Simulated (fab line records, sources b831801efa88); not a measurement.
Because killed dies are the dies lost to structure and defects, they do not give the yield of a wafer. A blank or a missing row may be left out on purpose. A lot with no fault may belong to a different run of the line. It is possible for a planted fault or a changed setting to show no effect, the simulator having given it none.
The tool behind it: which one?    flow gf180mcu    11 lots, 33 wafers sampled, at 7 steps of a route of 602

WHAT THE GAUGES SHOWED, per wafer
GF_V5_THK_MEAS_03. Usual: for V5_CVD_02_THK the level is 1452 nm and the standard deviation is 25.
lot   measured      on             V5_CVD_02_THK (nm)  flag
L851  day 27 02:49  film-metro-02  1455 1472 1484      
L853  day 27 17:12  film-metro-04  1435 1446 1448      
L854  day 28 03:23  film-metro-04  1384 1432 1470      
L855  day 28 03:56  film-metro-04  1468 1480 1504      
L857  day 28 18:58  film-metro-02  1447 1443 1468      
L861  day 30 03:58  film-metro-04  1428 1406 1438      
L863  day 30 16:43  film-metro-02  1448 1442 1451      
L864  day 30 21:16  film-metro-03  1477 1516 1487      
L865  day 31 01:02  film-metro-03  1431 1434 1460      
L868  day 31 22:49  film-metro-02  1439 1454 1453      
L870  day 32 09:58  film-metro-04  1427 1436 1424      

GF_V5_RS_MEAS_24: measures by four-point-probe. Usual: for V5_W_RS the level is 0.328 ohm/sq and the standard deviation is 0.0035.
lot   measured      on             V5_W_RS (ohm/sq)   flag
L851  day 28 00:29  film-metro-04  0.329 0.327 0.334  
L853  day 28 14:22  film-metro-02  0.330 0.321 0.324  
L854  day 28 23:41  film-metro-02  0.331 0.325 0.332  
L855  day 29 00:34  film-metro-04  0.328 0.330 0.329  
L857  day 29 15:05  film-metro-04  0.323 0.318 0.324  
L861  day 31 00:20  film-metro-04  0.334 0.332 0.330  
L863  day 31 11:14  film-metro-03  0.326 0.332 0.324  
L864  day 31 16:17  film-metro-03  0.328 0.327 0.332  
L865  day 31 19:19  film-metro-02  0.329 0.331 0.332  
L868  day 32 17:31  film-metro-03  0.167 0.323 0.167  OFF
L870  day 33 03:26  film-metro-04  0.325 0.326 0.323  

GF_V5_THK_MEAS_25: measures by xrf. Usual: for V5_W_THK the level is 345 nm and the standard deviation is 5.6.
lot   measured      on             V5_W_THK (nm)  flag
L851  day 28 00:37  film-metro-04  345 352 344    
L853  day 28 14:28  film-metro-02  336 345 343    
L854  day 28 23:48  film-metro-02  335 340 336    
L855  day 29 00:40  film-metro-04  348 344 348    
L857  day 29 15:12  film-metro-04  352 358 351    
L861  day 31 00:28  film-metro-04  342 345 346    
L863  day 31 11:22  film-metro-03  343 340 343    
L864  day 31 16:23  film-metro-03  341 345 338    
L865  day 31 19:25  film-metro-02  339 338 336    
L868  day 32 17:38  film-metro-03  - 351 -        
L870  day 33 03:34  film-metro-04  352 351 354    

GF_TOP_METAL_THK_MEAS_06: measures by xrf. Usual: for TOP_METAL_ALCU_THK the level is 901 nm and the standard deviation is 14.
lot   measured      on             TOP_METAL_ALCU_THK (nm)  flag
L851  day 28 01:19  film-metro-01  922 902 920              
L853  day 28 15:11  film-metro-03  902 895 899              
L854  day 29 00:30  film-metro-03  934 901 912              
L855  day 29 01:22  film-metro-02  907 907 899              
L857  day 29 16:02  film-metro-02  878 901 870              
L861  day 31 01:11  film-metro-02  899 911 890              
L863  day 31 12:04  film-metro-01  884 891 892              
L864  day 31 17:05  film-metro-03  916 902 920              
L865  day 31 20:07  film-metro-03  915 890 914              
L868  day 32 18:20  film-metro-02  907 916 905              
L870  day 33 04:16  film-metro-03  900 885 903              

WHICH TOOL RAN EACH LOT (tool, then ch and the chambers of the sampled wafers, then the start)
lot   GF_V5_CVD_23                   GF_V5_CMP_26                   GF_TOP_METAL_SPUTTER_04
L851  cvd-w-02 ch 0,1, day 28 00:22  cmp-02 ch 0,2,3, day 28 00:46  pvd-sputter-02, day 28 01:10
L853  cvd-w-01 ch 0,1, day 28 14:16  cmp-01 ch 1,2, day 28 14:31    pvd-sputter-01, day 28 15:01
L854  cvd-w-01 ch 0,1, day 28 23:34  cmp-02 ch 0,1, day 28 23:52    pvd-sputter-02, day 29 00:21
L855  cvd-w-02 ch 0,1, day 29 00:28  cmp-01 ch 0,3, day 29 00:46    pvd-sputter-03, day 29 01:13
L857  cvd-w-01 ch 0, day 29 14:58    cmp-01 ch 0,1, day 29 15:23    pvd-sputter-01, day 29 15:53
L861  cvd-w-01 ch 1, day 31 00:07    cmp-02 ch 0,1,2, day 31 00:31  pvd-sputter-02, day 31 01:01
L863  cvd-w-02 ch 0,1, day 31 11:08  cmp-01 ch 0,1,2, day 31 11:25  pvd-sputter-03, day 31 11:55
L864  cvd-w-01 ch 0,1, day 31 16:08  cmp-01 ch 2,3, day 31 16:29    pvd-sputter-02, day 31 16:56
L865  cvd-w-02 ch 0,1, day 31 19:13  cmp-02 ch 0,2,3, day 31 19:31  pvd-sputter-01, day 31 19:58
L868  cvd-w-01 ch 0,1, day 32 17:24  cmp-01 ch 0,1,2, day 32 17:42  pvd-sputter-03, day 32 18:11
L870  cvd-w-02 ch 0,1, day 33 03:20  cmp-01 ch 0,1,3, day 33 03:37  pvd-sputter-03, day 33 04:07
- GF_V5_CVD_23: deposits W, target thk 350 nm, time 104.9 s.
- GF_V5_CMP_26: polishes, stops on SiO2, t overpolish 15 s, target thk 0 nm.
- GF_TOP_METAL_SPUTTER_04: material TiN, target thk 25 nm, time 20.8 s.

WHAT THE TOOLS THEMSELVES READ (means of the sampled wafers that have a number; where no wafer has one, the mark that the record gives instead)
GF_V5_CVD_23. Usual: heater-power-w 863 W, standard deviation 78.
lot   tool      heater-power-w (W)  flag
L851  cvd-w-02  934                 
L853  cvd-w-01  795                 
L854  cvd-w-01  828                 
L855  cvd-w-02  927                 
L857  cvd-w-01  763                 
L861  cvd-w-01  879                 
L863  cvd-w-02  936                 
L864  cvd-w-01  824                 
L865  cvd-w-02  938                 
L868  cvd-w-01  796                 
L870  cvd-w-02  934                 

GF_V5_CMP_26. Usual: edge-zone-pressure-frac 1.000, standard deviation 0.0048; motor-current-A 11.4 A, standard deviation 1.2; time-to-endpoint-s 88 s, standard deviation 4.6.
lot   tool    edge-zone-pressure-frac  motor-current-A (A)  time-to-endpoint-s (s)  flag
L851  cmp-02  1.000                    11.7                 84                      
L853  cmp-01  1.002                    10.3                 89                      
L854  cmp-02  0.998                    11.4                 86                      
L855  cmp-01  1.002                    12.4                 90                      
L857  cmp-01  0.998                    12.1                 85                      
L861  cmp-02  1.000                    11.2                 85                      
L863  cmp-01  0.998                    11.3                 86                      
L864  cmp-01  0.999                    11.0                 91                      
L865  cmp-02  1.004                    11.8                 89                      
L868  cmp-01  1.002                    11.0                 138                     OFF
L870  cmp-01  1.003                    12.4                 89                      

GF_TOP_METAL_SPUTTER_04. Usual: throttle-valve-pct 29.9 %, standard deviation 0.98.
lot   tool            throttle-valve-pct (%)  flag
L851  pvd-sputter-02  29.8                    
L853  pvd-sputter-01  30.8                    
L854  pvd-sputter-02  30.0                    
L855  pvd-sputter-03  28.0                    
L857  pvd-sputter-01  30.0                    
L861  pvd-sputter-02  30.2                    
L863  pvd-sputter-03  29.7                    
L864  pvd-sputter-02  29.4                    
L865  pvd-sputter-01  30.0                    
L868  pvd-sputter-03  29.4                    
L870  pvd-sputter-03  29.7                    

THE ANSWER, worked out from the rows above alone
Rule: a lot counts as off when the mean over its wafers that have a number is more than 3 standard deviations away from the usual mean. A lot without any number at a reading at which 4 lots or more have one is off too. All remaining lots with rows at the step are treated as sound. After the gauges, taken in route order, come the tools' own readings; for these a lot's mean is taken, as printed above. The first step at which some lot is off is used, and at that step the reading that is off furthest; a lot without a number counts as furthest.
Off: L868, at GF_V5_RS_MEAS_24 (V5_W_RS).
If a tool, at a process step before that reading, ran all the lots that are off and no sound lot after the first of them, it fits. The gauges at GF_V5_RS_MEAS_24 aren't tried: what is off there is off at GF_V5_CMP_26 too, on other tools, and a gauge's error can't cause that. One fits: cvd-w-01 at GF_V5_CVD_23. A fault onset in the window from L864 (day 31 16:08, its last sound lot) to L868 (day 32 17:24, its first lot off) fits.

WHAT THE SIMULATOR PUT IN
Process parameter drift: cvd-w-01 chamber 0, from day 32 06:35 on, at GF_V5_CVD_23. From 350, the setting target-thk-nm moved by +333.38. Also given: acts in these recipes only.
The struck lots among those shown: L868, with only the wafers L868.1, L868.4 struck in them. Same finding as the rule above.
